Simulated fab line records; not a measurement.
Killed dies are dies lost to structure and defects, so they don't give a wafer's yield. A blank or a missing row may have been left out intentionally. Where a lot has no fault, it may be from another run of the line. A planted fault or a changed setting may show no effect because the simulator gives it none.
fab line records ; flow sky130
[record] lots = 7; wafers = 21; last_day = 50
route steps=708 shown SD_P@326 RES_XHIGH@332 SD_N@342
lots untouched by any fault: they come from a run of this same line in which no faults occurred
start_h: the number of hours between the record's first day and the start of the first shown wafer of the lot ; wait_h: hours from the lot's prior step to this one ; " same as the row above ; L1.1+2: a single row standing in for several wafers ; - no value present, or no start provided ; * or withheld: withheld ; < > ~ a bound
route shown NAME@n: names a module that has steps shown in the file, with the first one's number in the route ; usual: the fault-free wafers' mean and standard deviation ; same: alike in all rows ; chamber/n: place in a boat ; sites: each site's reading ; _std_site: the values' standard deviation ; _edge_site: the outer-site mean with the inner-site mean subtracted ; radius_mm: for every site, how far away it sits from the centre of the wafer ; mask NAME#n: copy n ; behind: the tool/chamber that last shaped the wafer ; hold: the reason the lot was held/the length of the hold in hours/how it ended ; device: the transistor (n, p or np) that didn't switch ; end of line: tests of these same wafers at the route's end ; a step with no rows: only its recipe ; killed: the dies lost at the first sort to structure and to defects; this is not the yield of the wafer ; map: dies across one wafer; x = killed, . = not, _ = none there
set.NAME: setting as actually run; set.NAME@STEP: the setting as run at that earlier step ; model.NAME: the simulator's own value behind a step, which no gauge read
a table for each step, a row for each wafer; lots at some steps of the route
services: the hour from which a tool's chamber was out of use, counted from the record's first day as start_h (under 0 if before that day), plus the number of hours and why
[[steps]]
[step SKY_SD_P_DEVELOP_06]
[recipe] resist = NOVOLAK; developer = TMAH; develop_time_s = 60; dev_temp_c = 23
[step SKY_SD_P_CD_MEAS_07]
[recipe] target_cd_nm = 380
[usual] cd_nm = 380.0/2.4
lot.wafer;tool;chamber;start_h;wait_h;cd_nm
L720.1;cd_sem-02;-;678.17;0.1;382.7
L720.4;cd_sem-02;-;678.17;0.1;381.2
L720.6;cd_sem-02;-;678.17;0.1;382.5
L722.1;cd_sem-02;-;679.47;0.1;379.3
L722.4;cd_sem-02;-;679.47;0.1;378.2
L722.5;cd_sem-02;-;679.47;0.1;377.1
L724.4;cd_sem-02;-;695.19;0.1;379.4
L724.5;cd_sem-02;-;695.19;0.1;379.7
L724.6;cd_sem-02;-;695.19;0.1;381.4
L730.3;cd_sem-02;-;735.37;0.1;377.8
L730.4;cd_sem-02;-;735.37;0.1;378.0
L730.6;cd_sem-02;-;735.37;0.1;376.5
L732.2;cd_sem-02;-;748.99;0.1;380.3
L732.4;cd_sem-02;-;748.99;0.1;379.2
L732.6;cd_sem-02;-;748.99;0.1;378.6
L733.2;cd_sem-02;-;760.20;0.1;378.2
L733.5;cd_sem-02;-;760.20;0.1;377.5
L733.6;cd_sem-02;-;760.20;0.1;376.8
L734.1;cd_sem-02;-;763.73;0.1;383.5
L734.3;cd_sem-02;-;763.73;0.1;385.4
L734.6;cd_sem-02;-;763.73;0.1;384.9
[step SKY_SD_P_OVL_MEAS_08]
[usual] SD_P_OVL = 1.0/1.5
lot.wafer;tool;chamber;start_h;wait_h;SD_P_OVL[nm]
L720.1;overlay-02;-;678.29;0.1;2.3
L720.4;overlay-02;-;678.29;0.1;4.1
L720.6;overlay-02;-;678.29;0.1;3.1
L722.1;overlay-01;-;679.59;0.1;0.2
L722.4;overlay-01;-;679.59;0.1;-0.2
L722.5;overlay-01;-;679.59;0.1;0.7
L724.4;overlay-01;-;695.27;0.1;0.4
L724.5;overlay-01;-;695.27;0.1;0.6
L724.6;overlay-01;-;695.27;0.1;0.6
L730.3;overlay-02;-;735.46;0.1;-1.3
L730.4;overlay-02;-;735.46;0.1;-0.8
L730.6;overlay-02;-;735.46;0.1;-3.3
L732.2;overlay-02;-;749.10;0.1;0.3
L732.4;overlay-02;-;749.10;0.1;0.5
L732.6;overlay-02;-;749.10;0.1;0.5
L733.2;overlay-01;-;760.30;0.1;1.0
L733.5;overlay-01;-;760.30;0.1;2.9
L733.6;overlay-01;-;760.30;0.1;1.8
L734.1;overlay-02;-;763.85;0.1;-0.9
L734.3;overlay-02;-;763.85;0.1;0.9
L734.6;overlay-02;-;763.85;0.1;1.8
[step SKY_SD_P_IMPLANT_09]
[recipe] species = BF2; energy_kev = 20; dose_cm2 = 3e+15; tilt_deg = 0
[step SKY_SD_P_STRIP_10]
[recipe] chemistry = O2/N2; power_w = 1400; pressure_mtorr = 1500; platen_temp_c = withheld; o2_flow_sccm = 3000; n2_flow_sccm = 300; overash_fraction = 0.5
[usual] drypump_motor_current_A = 5.7/0.57; oes_product_au = 0.617/0.0041; strip_time_to_endpoint_s = 17.49/0.046
[same] overash_fraction = 0.5
lot.wafer;tool;chamber;start_h;wait_h;drypump_motor_current_A;oes_product_au;rf_hours_counter_h;strip_time_to_endpoint_s
L720.1;plasma_asher-04;1;678.48;0.1;4.7;0.614;101;17.46
L720.4;plasma_asher-04;1;678.48;0.1;4.7;0.617;-;17.43
L720.6;plasma_asher-04;1;678.48;0.1;4.7;0.613;-;17.40
L722.1;plasma_asher-01;0;679.78;0.1;6.2;0.619;51;17.53
L722.4;plasma_asher-01;1;679.78;0.1;5.5;0.620;-;17.53
L722.5;plasma_asher-01;1;679.78;0.1;5.4;0.621;-;17.56
L724.4;plasma_asher-01;0;695.47;0.1;6.1;0.617;-;17.48
L724.5;plasma_asher-01;1;695.47;0.1;5.5;0.622;-;17.47
L724.6;plasma_asher-01;0;695.47;0.1;6.1;0.619;-;17.50
L730.3;plasma_asher-01;0;735.67;0.1;6.1;0.618;-;17.44
L730.4;plasma_asher-01;1;735.67;0.1;5.5;0.608;-;17.42
L730.6;plasma_asher-01;0;735.67;0.1;6.2;0.619;-;17.46
L732.2;plasma_asher-04;0;749.28;0.1;6.5;0.616;1;17.49
L732.4;plasma_asher-04;1;749.28;0.1;4.7;0.620;-;17.47
L732.6;plasma_asher-04;0;749.28;0.1;6.4;0.619;-;17.46
L733.2;plasma_asher-01;0;760.48;0.1;6.2;0.617;59;17.59
L733.5;plasma_asher-01;1;760.48;0.1;5.4;0.618;-;17.53
L733.6;plasma_asher-01;0;760.48;0.1;6.1;0.623;-;17.56
L734.1;plasma_asher-03;1;764.03;0.1;5.3;0.625;93;17.42
L734.3;plasma_asher-03;1;764.03;0.1;5.3;0.620;-;17.48
L734.6;plasma_asher-03;0;764.03;0.1;5.8;0.613;-;17.48
[step SKY_SD_P_TW_MEAS_11]
[usual] SD_P_TW = 2861/27
lot.wafer;tool;chamber;start_h;wait_h;SD_P_TW
L720.1;film_metro-01;-;678.58;0.1;2842
L720.4;film_metro-01;-;678.58;0.1;2866
L720.6;film_metro-01;-;678.58;0.1;2862
L722.1;film_metro-04;-;679.88;0.1;2885
L722.4;film_metro-04;-;679.88;0.1;2887
L722.5;film_metro-04;-;679.88;0.1;2884
L724.4;film_metro-04;-;695.56;0.1;2911
L724.5;film_metro-04;-;695.56;0.1;2894
L724.6;film_metro-04;-;695.56;0.1;2887
L730.3;film_metro-03;-;735.75;0.1;2856
L730.4;film_metro-03;-;735.75;0.1;2840
L730.6;film_metro-03;-;735.75;0.1;2853
L732.2;film_metro-03;-;749.39;0.1;2818
L732.4;film_metro-03;-;749.39;0.1;2821
L732.6;film_metro-03;-;749.39;0.1;2832
L733.2;film_metro-04;-;760.59;0.1;2900
L733.5;film_metro-04;-;760.59;0.1;2910
L733.6;film_metro-04;-;760.59;0.1;2902
L734.1;film_metro-03;-;764.13;0.1;2816
L734.3;film_metro-03;-;764.13;0.1;2817
L734.6;film_metro-03;-;764.13;0.1;2816
[step SKY_RES_XHIGH_DEHYDRATE_00]
[recipe] temp_c = 200; time_s = 60
[step SKY_RES_XHIGH_HMDS_01]
[recipe] prime_time_s = 60; prime_temp_c = 120
[step SKY_RES_XHIGH_COAT_02]
[recipe] resist = NOVOLAK; spin_rpm = 3000; resist_thk_nm = 1140
[step SKY_RES_XHIGH_SOFTBAKE_03]
[recipe] temp_c = 90; time_s = 60; resist = NOVOLAK
[step SKY_RES_XHIGH_EXPOSE_04]
[recipe] mask_id = URPM; na = 0.6; source_shape = conventional; sigma_outer = 0.6; polarization = unpolarized; target_cd_nm = 1270; dose_mj = 140
[step SKY_RES_XHIGH_PEB_05]
[recipe] temp_c = withheld; time_s = *; resist = NOVOLAK
[step SKY_RES_XHIGH_DEVELOP_06]
[recipe] resist = NOVOLAK; developer = TMAH; develop_time_s = 60; dev_temp_c = 23
[usual] chill_plate_temp_C = 23.02/0.12; develop_time_s = 60/0
lot.wafer;tool;chamber;start_h;wait_h;chill_plate_temp_C;develop_time_s
L720.1;litho_track-04;0;705.77;0.1;23.02;60
L720.4;litho_track-04;0;705.77;0.1;22.99;60
L720.6;litho_track-04;0;705.77;0.1;23.00;60
L722.1;litho_track-01;0;707.48;0.1;23.15;60
L722.4;litho_track-01;0;707.48;0.1;23.03;60
L722.5;litho_track-01;0;707.48;0.1;23.12;60
L724.4;litho_track-03;0;723.24;0.1;22.98;60
L724.5;litho_track-03;0;723.24;0.1;22.73;60
L724.6;litho_track-03;0;723.24;0.1;22.91;60
L730.3;litho_track-01;0;762.68;0.1;23.04;60
L730.4;litho_track-01;0;762.68;0.1;23.07;60
L730.6;litho_track-01;0;762.68;0.1;23.10;60
L732.2;litho_track-04;-;775.20;0.1;-;-
L732.4;litho_track-04;-;775.20;0.1;-;-
L732.6;litho_track-04;-;775.20;0.1;-;-
L733.2;litho_track-01;-;787.35;0.1;-;-
L733.5;litho_track-01;-;787.35;0.1;-;-
L733.6;litho_track-01;-;787.35;0.1;-;-
L734.1;litho_track-01;-;790.28;0.1;-;-
L734.3;litho_track-01;-;790.28;0.1;-;-
L734.6;litho_track-01;-;790.28;0.1;-;-
[step SKY_RES_XHIGH_IMPLANT_07]
[recipe] species = BF2; energy_kev = 20; dose_cm2 = 3.6e+14; tilt_deg = 0
[step SKY_RES_XHIGH_STRIP_08]
[recipe] chemistry = O2/N2; power_w = 1400; pressure_mtorr = 1500; platen_temp_c = withheld; o2_flow_sccm = 3000; n2_flow_sccm = 300; overash_fraction = 0.5
[usual] drypump_motor_current_A = 5.6/0.72; oes_product_au = 0.711/0.0045; strip_time_to_endpoint_s = 14.28/0.04
[same] overash_fraction = 0.5
lot.wafer;tool;chamber;start_h;wait_h;drypump_motor_current_A;oes_product_au;rf_hours_counter_h;strip_time_to_endpoint_s
L720.1;plasma_asher-02;0;706.07;0.1;6.2;0.712;27;14.32
L720.4;plasma_asher-02;0;706.07;0.1;6.2;0.711;-;14.30
L720.6;plasma_asher-02;1;706.07;0.1;5.2;0.710;-;14.31
L722.1;plasma_asher-02;1;707.78;0.1;5.2;0.723;27;14.23
L722.4;plasma_asher-02;0;707.78;0.1;6.2;0.709;-;14.23
L722.5;plasma_asher-02;1;707.78;0.1;5.2;0.702;-;14.20
L724.4;plasma_asher-03;1;723.50;0.1;5.3;0.712;-;14.24
L724.5;plasma_asher-03;1;723.50;0.1;5.3;0.703;-;14.21
L724.6;plasma_asher-03;0;723.50;0.1;5.8;0.708;-;14.23
L730.3;plasma_asher-04;1;762.96;0.1;4.7;0.713;-;14.30
L730.4;plasma_asher-04;0;762.96;0.1;6.5;0.715;-;14.31
L730.6;plasma_asher-04;0;762.96;0.1;6.5;0.710;-;14.30
L732.2;plasma_asher-04;0;775.48;0.1;6.5;0.710;3;14.33
L732.4;plasma_asher-04;0;775.48;0.1;6.5;0.712;-;14.30
L732.6;plasma_asher-04;0;775.48;0.1;6.5;0.711;-;14.28
L733.2;plasma_asher-02;0;787.63;0.1;6.3;0.711;35;14.35
L733.5;plasma_asher-02;1;787.63;0.1;5.2;0.718;-;14.34
L733.6;plasma_asher-02;0;787.63;0.1;6.2;0.715;-;14.32
L734.1;plasma_asher-04;1;790.58;0.1;4.7;0.716;4;14.32
L734.3;plasma_asher-04;1;790.58;0.1;4.7;0.713;-;14.32
L734.6;plasma_asher-04;1;790.58;0.1;4.7;0.709;-;14.32
[step SKY_RES_XHIGH_TW_MEAS_09]
[usual] RES_XHIGH_TW = 1657/13
lot.wafer;tool;chamber;start_h;wait_h;RES_XHIGH_TW
L720.1;film_metro-03;-;706.17;0.1;1639
L720.4;film_metro-03;-;706.17;0.1;1635
L720.6;film_metro-03;-;706.17;0.1;1639
L722.1;film_metro-04;-;707.88;0.1;1675
L722.4;film_metro-04;-;707.88;0.1;1672
L722.5;film_metro-04;-;707.88;0.1;1677
L724.4;film_metro-04;-;723.59;0.1;1673
L724.5;film_metro-04;-;723.59;0.1;1675
L724.6;film_metro-04;-;723.59;0.1;1674
L730.3;film_metro-03;-;763.05;0.1;1648
L730.4;film_metro-03;-;763.05;0.1;1644
L730.6;film_metro-03;-;763.05;0.1;1645
L732.2;film_metro-03;-;775.59;0.1;30
L732.4;film_metro-03;-;775.59;0.1;30
L732.6;film_metro-03;-;775.59;0.1;30
L733.2;film_metro-01;-;787.74;0.1;30
L733.5;film_metro-01;-;787.74;0.1;31
L733.6;film_metro-01;-;787.74;0.1;30
L734.1;film_metro-04;-;790.68;0.1;31
L734.3;film_metro-04;-;790.68;0.1;31
L734.6;film_metro-04;-;790.68;0.1;31
[step SKY_SD_N_DEHYDRATE_00]
[recipe] temp_c = 200; time_s = 60
[[services]]
tool;chamber;start_h;hours;kind
plasma_asher-03;-;654.59;32.7;pm
plasma_asher-04;-;683.13;2.8;pm
plasma_asher-02;-;718.73;1.0;repair
plasma_asher-04;-;733.75;9.0;pm
plasma_asher-04;0;733.75;9.0;vent_cycle
plasma_asher-04;1;733.75;9.0;vent_cycle
plasma_asher-04;0;742.75;-;clean
plasma_asher-04;1;742.75;-;clean
plasma_asher-03;-;765.19;2.8;pm
plasma_asher-04;-;784.45;4.2;repair
[[key]]
[first_sign] step = SKY_RES_XHIGH_DEVELOP_06; reading = tool_record; direction = missing
[effect] step = SKY_RES_XHIGH_TW_MEAS_09; reading = RES_XHIGH_TW; direction = down; sigmas = 99+; usual = 1657; struck = 30
met_at SKY_RES_XHIGH_DEVELOP_06
struck_wafers L732.2,L732.4,L732.6,L733.2,L733.5,L733.6,L734.1,L734.3,L734.6
sort_left_out L732.2,L732.4,L732.6,L733.2,L733.5,L733.6,L734.1,L734.3,L734.6
tester_left_out L732,L733,L734
onset_between 762.68 775.20
[fault] kind = skipped_step_whole; tool = litho_track-01,litho_track-04; chamber = -; onset_h = 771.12; steps = SKY_RES_XHIGH_DEVELOP_06; scope = struck_lots_only
// tester_left_out: of these lots the tester's yield and bins aren't shown, on N5 and GAA mostly nor the transistor test; their killed dies are dies lost to structure and defects alone, not to doping, threshold or leakage, so they don't give the yield
// sort_left_out: the simulated sort isn't trusted on such a fault, so these wafers' sort isn't shown, and their yield isn't known
